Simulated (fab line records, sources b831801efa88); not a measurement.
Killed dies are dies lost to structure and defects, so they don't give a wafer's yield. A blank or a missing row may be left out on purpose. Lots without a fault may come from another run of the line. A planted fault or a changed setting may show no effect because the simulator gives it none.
fab line records | flow sky130 | part 2 of 2: steps 30 to 44 of 44
record lots=5 wafers=15 last_day=49
route steps=708 shown FIELD_ISO@16 NWELL@32 DNWELL@35 PWDE@45
lots that met no fault: from a run of the same line without faults
start_h: hours from the record's first day to the start of the lot's first wafer shown | wait_h: hours since the lot's step before | " the same as in the row above | L1.1+2: a row that stands for several wafers | - no value, or no start given | * or withheld: withheld | < > ~ a bound
route shown NAME@n: a module of which the file shows steps, and the number in the route of the first | usual: mean/standard deviation of fault-free wafers | same: alike in all rows | chamber/n: place in a boat | sites: the reading at each site | _std_site: their standard deviation | _edge_site: outer sites' mean less inner sites' | radius_mm: how far each site lies from the wafer's centre | mask NAME#n: copy n | behind: the tool/chamber that last shaped the wafer | hold: why the lot was held/for how many hours/how that ended | device: the transistor (n, p or np) that didn't switch | end of line: the same wafers' tests at the end of the route | a step without rows: its recipe alone | killed: dies lost to structure and defects at the first sort, not the wafer's yield | map: a wafer's dies, x killed, . not, _ none there
set.NAME: the setting as run; set.NAME@STEP: as run at that earlier step | model.NAME: the simulator's own value behind a step, which no gauge read
lots at some steps of the route; a table a step, a row a wafer
services: from which hour (start_h, from the record's first day; less than 0 if before it) a tool's chamber was out of use, for how many hours, and why
## steps
# step SKY_PWDE_DEHYDRATE_00
# recipe temp_c=200 time_s=60
# columns lot.wafer tool chamber start_h wait_h
L075.1+2+3 litho_track-03 0 63.04 7.6
L076.1+2+4 litho_track-03 0 68.14 7.1
L079.1+2+5 litho_track-04 0 86.81 7.6
L087.1+2+5 litho_track-04 0 132.86 9.0
L093.1+3+5 litho_track-03 0 162.69 9.1
# step SKY_PWDE_HMDS_01
# recipe prime_time_s=60 prime_temp_c=120
# columns lot.wafer tool chamber start_h wait_h
L075.1+2+3 litho_track-03 0 63.19 0.1
L076.1+2+4 litho_track-03 0 68.29 0.1
L079.1+2+5 litho_track-04 0 86.96 0.1
L087.1+2+5 litho_track-04 0 133.01 0.1
L093.1+3+5 litho_track-03 0 162.84 0.1
# step SKY_PWDE_COAT_02
# recipe spin_rpm=2000 resist_thk_nm=3000
# columns lot.wafer tool chamber start_h wait_h
L075.1+2+3 litho_track-03 0 63.34 0.1
L076.1+2+4 litho_track-03 0 68.44 0.1
L079.1+2+5 litho_track-04 0 87.11 0.1
L087.1+2+5 litho_track-04 0 133.16 0.1
L093.1+3+5 litho_track-03 0 162.99 0.1
# step SKY_PWDE_SOFTBAKE_03
# recipe temp_c=110 time_s=withheld
# columns lot.wafer tool chamber start_h wait_h
L075.1+2+3 litho_track-03 0 63.49 0.1
L076.1+2+4 litho_track-03 0 68.59 0.1
L079.1+2+5 litho_track-04 0 87.26 0.1
L087.1+2+5 litho_track-04 0 133.31 0.1
L093.1+3+5 litho_track-03 0 163.14 0.1
# step SKY_PWDE_EXPOSE_04
# recipe mask_id=PWDEM na=0.6 source_shape=conventional sigma_outer=0.6 polarization=unpolarized target_cd_nm=840 dose_mj=214
# usual stage_vel_mm_s=499.93/0.27
# columns lot.wafer tool chamber start_h wait_h mask stage_vel_mm_s
L075.1 iline_stepper-02 0 - - PWDEM#0 499.92
L075.2 " 0 " " PWDEM#0 499.50
L075.3 " 0 " " PWDEM#0 499.60
L076.1 iline_stepper-01 0 - - PWDEM#0 499.52
L076.2 " 0 " " PWDEM#0 499.55
L076.4 " 0 " " PWDEM#0 499.93
L079.1 iline_stepper-02 0 - - PWDEM#0 499.64
L079.2 " 0 " " PWDEM#0 499.26
L079.5 " 0 " " PWDEM#0 499.56
L087.1 iline_stepper-02 0 - - PWDEM#0 499.87
L087.2 " 0 " " PWDEM#0 499.81
L087.5 " 0 " " PWDEM#0 499.60
L093.1 iline_stepper-02 0 - - PWDEM#0 499.52
L093.3 " 0 " " PWDEM#0 499.42
L093.5 " 0 " " PWDEM#0 499.68
# step SKY_PWDE_PEB_05
# recipe temp_c=115 time_s=withheld
# columns lot.wafer tool chamber start_h wait_h
L075.1+2+3 litho_track-02 0 - -
L076.1+2+4 litho_track-03 0 - -
L079.1+2+5 litho_track-04 0 - -
L087.1+2+5 litho_track-04 0 - -
L093.1+3+5 litho_track-04 0 - -
# step SKY_PWDE_DEVELOP_06
# recipe wall_angle_deg=90 developer=TMAH develop_time_s=60 dev_temp_c=23
# columns lot.wafer tool chamber start_h wait_h
L075.1+2+3 litho_track-02 0 - -
L076.1+2+4 litho_track-03 0 - -
L079.1+2+5 litho_track-04 0 - -
L087.1+2+5 litho_track-04 0 - -
L093.1+3+5 litho_track-04 0 - -
# step SKY_PWDE_OVL_MEAS_07
# usual PWDE_OVL=0.2/1.5
# columns lot.wafer tool chamber start_h wait_h PWDE_OVL[nm]
L075.1 overlay-02 - 71.38 - 0.1
L075.2 " - " " -2.2
L075.3 " - " " 0.6
L076.1 overlay-01 - 77.14 - 0.9
L076.2 " - " " 0.6
L076.4 " - " " 0.1
L079.1 overlay-01 - 95.66 - 0.4
L079.2 " - " " 0.8
L079.5 " - " " -0.4
L087.1 overlay-02 - 143.01 - -1.5
L087.2 " - " " 0.2
L087.5 " - " " 0.6
L093.1 overlay-01 - 173.46 - 1.0
L093.3 " - " " -0.8
L093.5 " - " " -1.2
# step SKY_PWDE_IMPLANT_08
# recipe species=B energy_kev=150 dose_cm2=3.6e+12 tilt_deg=withheld
# columns lot.wafer tool chamber start_h wait_h
L075.1+2+3 implanter-01 0 71.41 0.0
L076.1+2+4 implanter-04 0 77.18 0.0
L079.1+2+5 implanter-02 0 95.70 0.0
L087.1+2+5 implanter-02 0 143.05 0.0
L093.1+3+5 implanter-01 0 173.50 0.0
# step SKY_PWDE_STRIP_09
# recipe chemistry=O2/N2 power_w=1400 pressure_mtorr=1500 platen_temp_c=withheld o2_flow_sccm=3000 n2_flow_sccm=300 overash_fraction=0.5
# usual drypump_motor_current_A=5.9/0.31 oes_product_au=0.723/0.0044 strip_time_to_endpoint_s=36.91/0.11
# columns lot.wafer tool chamber start_h wait_h drypump_motor_current_A oes_product_au rf_hours_counter_h strip_time_to_endpoint_s
L075.1 plasma_asher-01 1 71.56 0.1 6.0 0.723 37 36.82
L075.2 " 0 " " 6.5 0.720 37 36.89
L075.3 " 1 " " 6.0 0.723 - 36.87
L076.1 plasma_asher-01 1 77.33 0.1 6.0 0.726 37 36.82
L076.2 " 0 " " 6.5 0.724 37 36.70
L076.4 " 0 " " 6.5 0.721 - 36.72
L079.1 plasma_asher-04 0 95.85 0.1 5.9 0.719 43 36.74
L079.2 " 1 " " 5.5 0.729 43 36.86
L079.5 " 0 " " 5.9 0.718 - 36.89
L087.1 plasma_asher-01 1 143.20 0.1 6.0 0.733 45 36.90
L087.2 " 0 " " 6.5 0.714 45 36.94
L087.5 " 0 " " 6.5 0.722 - 37.05
L093.1 plasma_asher-03 0 173.65 0.1 5.7 0.727 31 36.83
L093.3 " 0 " " 5.7 0.722 - 36.84
L093.5 " 0 " " 5.7 0.720 - 36.81
# step SKY_PWDE_TW_MEAS_10
# usual PWDE_TW=379/3.9
# columns lot.wafer tool chamber start_h wait_h PWDE_TW
L075.1 film_metro-04 - 71.66 0.1 383
L075.2 " - " " 384
L075.3 " - " " 381
L076.1 film_metro-02 - 77.43 0.1 376
L076.2 " - " " 376
L076.4 " - " " 376
L079.1 film_metro-01 - 95.95 0.1 379
L079.2 " - " " 379
L079.5 " - " " 380
L087.1 film_metro-04 - 143.30 0.1 385
L087.2 " - " " 386
L087.5 " - " " 388
L093.1 film_metro-04 - 173.75 0.1 381
L093.3 " - " " 383
L093.5 " - " " 382
# step SKY_NWELL_DEHYDRATE_03
# recipe temp_c=200 time_s=60
# columns lot.wafer tool chamber start_h wait_h
L075.1+2+3 litho_track-01 0 79.27 7.6
L076.1+2+4 litho_track-01 0 84.87 7.4
L079.1+2+5 litho_track-03 0 103.69 7.7
L087.1+2+5 litho_track-01 0 152.17 8.9
L093.1+3+5 litho_track-03 0 183.44 9.7
# step SKY_NWELL_HMDS_04
# recipe prime_time_s=60 prime_temp_c=120
# columns lot.wafer tool chamber start_h wait_h
L075.1+2+3 litho_track-01 0 79.42 0.1
L076.1+2+4 litho_track-01 0 85.02 0.1
L079.1+2+5 litho_track-03 0 103.84 0.1
L087.1+2+5 litho_track-01 0 152.32 0.1
L093.1+3+5 litho_track-03 0 183.59 0.1
# step SKY_NWELL_COAT_05
# recipe spin_rpm=2000 resist_thk_nm=3000
# columns lot.wafer tool chamber start_h wait_h
L075.1+2+3 litho_track-01 0 79.57 0.1
L076.1+2+4 litho_track-01 0 85.17 0.1
L079.1+2+5 litho_track-03 0 103.99 0.1
L087.1+2+5 litho_track-01 0 152.47 0.1
L093.1+3+5 litho_track-03 0 183.74 0.1
# step SKY_NWELL_SOFTBAKE_06
# recipe temp_c=110 time_s=withheld
# columns lot.wafer tool chamber start_h wait_h
L075.1+2+3 litho_track-01 0 79.72 0.1
L076.1+2+4 litho_track-01 0 85.32 0.1
L079.1+2+5 litho_track-03 0 104.14 0.1
L087.1+2+5 litho_track-01 0 152.62 0.1
L093.1+3+5 litho_track-03 0 183.89 0.1
## services
# columns tool chamber start_h hours kind
iline_stepper-02 - 13.14 1.2 repair
furnace-02 - 20.11 3.7 pm
plasma_asher-04 - 21.71 2.8 pm
implanter-01 - 48.39 16.3 pm
iline_stepper-01 - 70.24 1.7 pm
implanter-01 - 72.39 1.1 repair
furnace-02 - 72.80 2.9 pm
iline_stepper-01 - 75.84 1.8 repair
implanter-01 - 85.49 4.1 repair
plasma_asher-01 - 86.72 2.8 pm
rie_si-01 3 86.88 8.1 repair
furnace-01 - 98.77 4.8 pm
cmp-02 - 104.83 5.3 pm
plasma_asher-04 - 108.75 9.0 pm
cmp-02 - 110.12 6.2 pm
iline_stepper-02 - 111.80 4.6 repair
implanter-01 - 125.21 5.2 pm
wet_bench-04 - 126.11 3.3 repair
cmp-02 - 138.19 1.1 repair
furnace-02 - 151.66 5.7 pm
cmp-02 - 169.07 1.0 repair
iline_stepper-02 - 173.69 1.7 pm
rie_si-01 3 174.65 1.0 repair
rie_si-01 - 182.80 2.8 pm
